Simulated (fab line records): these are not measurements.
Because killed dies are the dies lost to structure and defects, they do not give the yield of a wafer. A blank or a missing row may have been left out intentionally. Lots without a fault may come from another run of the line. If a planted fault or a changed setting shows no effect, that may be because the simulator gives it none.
What tool caused it? || flow sky130 || Sampling: 6 lots, 17 wafers, 3 of 708 route steps

WHAT THE GAUGES SHOWED, per wafer
SKY_PASSIVATION_THK_MEAS_03.
{"lot": "L145", "measured": "day 44 05:23", "on": "film-metro-04", "PASSIVATION_CVD_02_THK (nm)": "531 529 544"}
{"lot": "L148", "measured": "day 44 23:28", "on": "film-metro-04", "PASSIVATION_CVD_02_THK (nm)": "537 528 545"}
{"lot": "L152", "measured": "day 46 01:21", "on": "film-metro-03", "PASSIVATION_CVD_02_THK (nm)": "544 554 545"}
{"lot": "L157", "measured": "day 47 15:55", "on": "film-metro-02", "PASSIVATION_CVD_02_THK (nm)": "532 534"}
{"lot": "L163", "measured": "day 48 19:02", "on": "film-metro-02", "PASSIVATION_CVD_02_THK (nm)": "539 542 547"}
{"lot": "L165", "measured": "day 49 15:04", "on": "film-metro-03", "PASSIVATION_CVD_02_THK (nm)": "551 556 549"}

WHICH TOOL RAN EACH LOT (tool, then ch and the chambers of the sampled wafers, then the start)
{"lot": "L145", "SKY_CONTACT_CMP_04": "cmp-01 ch 1,3, day 30 23:14", "SKY_VIA4_CMP_02": "cmp-02 ch 0,1,3, day 42 04:37"}
{"lot": "L148", "SKY_CONTACT_CMP_04": "cmp-01 ch 2,3, day 31 15:34", "SKY_VIA4_CMP_02": "cmp-02 ch 0,1, day 42 23:24"}
{"lot": "L152", "SKY_CONTACT_CMP_04": "cmp-02 ch 0,1,2, day 33 04:11", "SKY_VIA4_CMP_02": "cmp-01 ch 0,3, day 44 04:52"}
{"lot": "L157", "SKY_CONTACT_CMP_04": "cmp-02 ch 2,3, day 35 04:16", "SKY_VIA4_CMP_02": "cmp-02 ch 1,2, day 45 21:20"}
{"lot": "L163", "SKY_CONTACT_CMP_04": "cmp-02 ch 0,1,2, day 36 15:05", "SKY_VIA4_CMP_02": "cmp-01 ch 1,2,3, day 47 01:17"}
{"lot": "L165", "SKY_CONTACT_CMP_04": "cmp-01 ch 1,2,3, day 37 17:38", "SKY_VIA4_CMP_02": "cmp-02 ch 0,1, day 47 22:42"}
- SKY_CONTACT_CMP_04: polishes SiO2.
- SKY_VIA4_CMP_02: polishes SiO2.

THE ANSWER, worked out from the rows above alone
Rule: the lots themselves supply what counts as usual. The widest of any qualifying gaps counts: lots, ordered by their means at a reading, are off when they make up no more than a third of the lots, leave a main group of 4 or more, and stand apart from it by 3 or more times the standard deviation of that group's means. Not used: any main group whose means are identical at the precision the tables above print for the reading. A lot without any number at a reading at which 4 lots or more have one is off too. All remaining lots with rows at the step are treated as sound.
Across all readings shown, no lot is off: no conclusion can be drawn from this.

WHAT HAD BEEN PUT IN BY THE SIMULATOR
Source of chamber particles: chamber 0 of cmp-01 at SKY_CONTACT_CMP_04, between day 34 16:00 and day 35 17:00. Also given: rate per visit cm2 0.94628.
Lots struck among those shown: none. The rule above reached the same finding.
